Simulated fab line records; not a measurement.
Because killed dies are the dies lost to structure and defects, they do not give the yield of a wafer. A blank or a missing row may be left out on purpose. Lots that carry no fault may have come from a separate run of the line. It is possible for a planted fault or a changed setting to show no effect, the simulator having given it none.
What tool caused it? || flow sky130 || 12 lots, 36 wafers sampled, at 2 steps of a route of 708

## WHAT THE GAUGES SHOWED, per wafer
SKY_VIA4_OVL_MEAS_11. Usual: VIA4_OVL -1.9 nm, standard deviation 1.4.
{"lot": "L938", "measured": "day 43 01:59", "on": "overlay-01", "VIA4_OVL (nm)": "1.0 1.4 2.0", "flag": ""}
{"lot": "L939", "measured": "day 43 10:23", "on": "overlay-02", "VIA4_OVL (nm)": "-3.7 -4.4 -4.4", "flag": ""}
{"lot": "L940", "measured": "day 43 11:16", "on": "overlay-01", "VIA4_OVL (nm)": "1.0 0.0 0.2", "flag": ""}
{"lot": "L941", "measured": "day 43 18:01", "on": "overlay-02", "VIA4_OVL (nm)": "-3.4 -2.2 -1.9", "flag": ""}
{"lot": "L942", "measured": "day 44 02:04", "on": "overlay-02", "VIA4_OVL (nm)": "-0.4 -2.4 0.0", "flag": ""}
{"lot": "L946", "measured": "day 45 00:34", "on": "overlay-01", "VIA4_OVL (nm)": "-0.9 -1.6 -1.8", "flag": ""}
{"lot": "L948", "measured": "day 45 15:10", "on": "overlay-01", "VIA4_OVL (nm)": "-0.9 -1.2 -1.5", "flag": ""}
{"lot": "L950", "measured": "day 46 03:53", "on": "overlay-02", "VIA4_OVL (nm)": "-1.5 0.3 -1.2", "flag": ""}
{"lot": "L949", "measured": "day 46 04:11", "on": "overlay-02", "VIA4_OVL (nm)": "-2.7 -1.6 -1.6", "flag": ""}
{"lot": "L952", "measured": "day 46 15:14", "on": "overlay-01", "VIA4_OVL (nm)": "-4.4 -3.1 -4.3", "flag": ""}
{"lot": "L958", "measured": "day 48 02:22", "on": "overlay-02", "VIA4_OVL (nm)": "-1.2 -3.1 -3.1", "flag": ""}
{"lot": "L959", "measured": "day 48 07:35", "on": "overlay-02", "VIA4_OVL (nm)": "-2.1 -1.2 -0.6", "flag": ""}

## EACH LOT AND THE TOOL THAT RAN IT (in order: tool; ch and the chambers of the sampled wafers; start)
{"lot": "L938", "SKY_VIA2_CVD_21": "cvd_w-01 ch 0,1, day 36 15:43"}
{"lot": "L939", "SKY_VIA2_CVD_21": "cvd_w-01 ch 0,1, day 36 23:25"}
{"lot": "L940", "SKY_VIA2_CVD_21": "cvd_w-02 ch 0,1, day 37 02:20"}
{"lot": "L941", "SKY_VIA2_CVD_21": "cvd_w-01 ch 0,1, day 37 08:50"}
{"lot": "L942", "SKY_VIA2_CVD_21": "cvd_w-01 ch 0,1, day 37 21:03"}
{"lot": "L946", "SKY_VIA2_CVD_21": "cvd_w-01 ch 0,1, day 38 21:34"}
{"lot": "L948", "SKY_VIA2_CVD_21": "cvd_w-01 ch 0,1, day 39 13:55"}
{"lot": "L950", "SKY_VIA2_CVD_21": "cvd_w-02 ch 0,1, day 40 05:50"}
{"lot": "L949", "SKY_VIA2_CVD_21": "cvd_w-01 ch 0,1, day 40 06:29"}
{"lot": "L952", "SKY_VIA2_CVD_21": "cvd_w-02 ch 0,1, day 40 18:35"}
{"lot": "L958", "SKY_VIA2_CVD_21": "cvd_w-02 ch 0,1, day 42 11:50"}
{"lot": "L959", "SKY_VIA2_CVD_21": "cvd_w-01 ch 0,1, day 42 16:29"}
- SKY_VIA2_CVD_21: deposits W, target thk 420 nm, time 126.4 s.

## WHAT THE TOOLS THEMSELVES READ (means of the sampled wafers that have a number; where no wafer has one, the mark that the record gives instead)
SKY_VIA2_CVD_21. Usual: heater_power_w reads 898 W (standard deviation 83).
{"lot": "L938", "tool": "cvd_w-01", "heater_power_w (W)": 907, "flag": ""}
{"lot": "L939", "tool": "cvd_w-01", "heater_power_w (W)": 892, "flag": ""}
{"lot": "L940", "tool": "cvd_w-02", "heater_power_w (W)": 846, "flag": ""}
{"lot": "L941", "tool": "cvd_w-01", "heater_power_w (W)": 950, "flag": ""}
{"lot": "L942", "tool": "cvd_w-01", "heater_power_w (W)": 952, "flag": ""}
{"lot": "L946", "tool": "cvd_w-01", "heater_power_w (W)": 953, "flag": ""}
{"lot": "L948", "tool": "cvd_w-01", "heater_power_w (W)": 956, "flag": ""}
{"lot": "L950", "tool": "cvd_w-02", "heater_power_w (W)": 857, "flag": ""}
{"lot": "L949", "tool": "cvd_w-01", "heater_power_w (W)": 953, "flag": ""}
{"lot": "L952", "tool": "cvd_w-02", "heater_power_w (W)": 855, "flag": ""}
{"lot": "L958", "tool": "cvd_w-02", "heater_power_w (W)": 853, "flag": ""}
{"lot": "L959", "tool": "cvd_w-01", "heater_power_w (W)": 904, "flag": ""}

## THE ANSWER, worked out from the rows above alone
Rule: a lot is off if the mean of its wafers that have a number lies more than 3 standard deviations from the usual mean. A lot without any number at a reading at which 4 lots or more have one is off too. All remaining lots with rows at the step are treated as sound. The gauges are gone through in route order, then the tools' own readings, and for those a lot's mean is taken as printed above. At the first step where some lot is off, the reading lying furthest off is the one used; lots without a number count as furthest.
Nothing can be told from this: no lot is off at any reading shown.

## WHAT THE SIMULATOR HAD PUT IN
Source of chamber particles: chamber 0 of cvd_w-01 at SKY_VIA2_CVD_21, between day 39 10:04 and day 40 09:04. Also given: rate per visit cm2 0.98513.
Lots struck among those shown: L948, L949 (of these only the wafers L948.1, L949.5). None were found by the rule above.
